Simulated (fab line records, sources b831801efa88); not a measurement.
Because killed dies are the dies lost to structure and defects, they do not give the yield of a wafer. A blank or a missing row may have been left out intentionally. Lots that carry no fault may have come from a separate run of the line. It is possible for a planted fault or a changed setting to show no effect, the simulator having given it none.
Which tool was responsible? -- flow gf180mcu -- 6 lots, 18 wafers sampled, at 2 steps of a route of 602

## WHAT THE GAUGES SHOWED, per wafer
GF_V2_THK_MEAS_01.
lot,measured,on,V2_CVD_00_THK (nm)
L553,day 19 21:02,film metro-02,600 600 602
L555,day 20 12:14,film metro-01,605 604 606
L558,day 21 06:32,film metro-02,594 595 599
L563,day 23 09:07,film metro-01,600 601 607
L572,day 26 04:37,film metro-02,606 607 604
L574,day 26 20:43,film metro-03,592 599 589

## WHAT TOOL EACH LOT RAN ON (gives the tool, then ch and the chambers of the sampled wafers, and finally the start)
lot,GF_M2_SPUTTER_00
L553,"pvd sputter-02, day 18 19:20"
L555,"pvd sputter-04, day 19 11:46"
L558,"pvd sputter-04, day 20 05:26"
L563,"pvd sputter-03, day 22 08:39"
L572,"pvd sputter-02, day 25 06:35"
L574,"pvd sputter-04, day 25 22:22"
- GF_M2_SPUTTER_00: material Ti, target thk 37.5 nm, time 150 s.

## THE ANSWER, worked out from the rows above alone
Rule: usual is defined by the lots themselves. Put in order of their means at a reading, lots are off if they are a third of the lots or fewer, leave a main group of 4 or more, and stand apart from it by a gap of 3 or more times the standard deviation of the main group's means; of several such gaps the widest counts. A main group is skipped when, at the precision printed for the reading in the tables above, its means are all equal. A lot without any number at a reading at which 4 lots or more have one is off too. Any other lot the step has rows for is counted as sound.
Nothing can be told from this: no lot is off at any reading shown.

## WHAT THE SIMULATOR PUT IN
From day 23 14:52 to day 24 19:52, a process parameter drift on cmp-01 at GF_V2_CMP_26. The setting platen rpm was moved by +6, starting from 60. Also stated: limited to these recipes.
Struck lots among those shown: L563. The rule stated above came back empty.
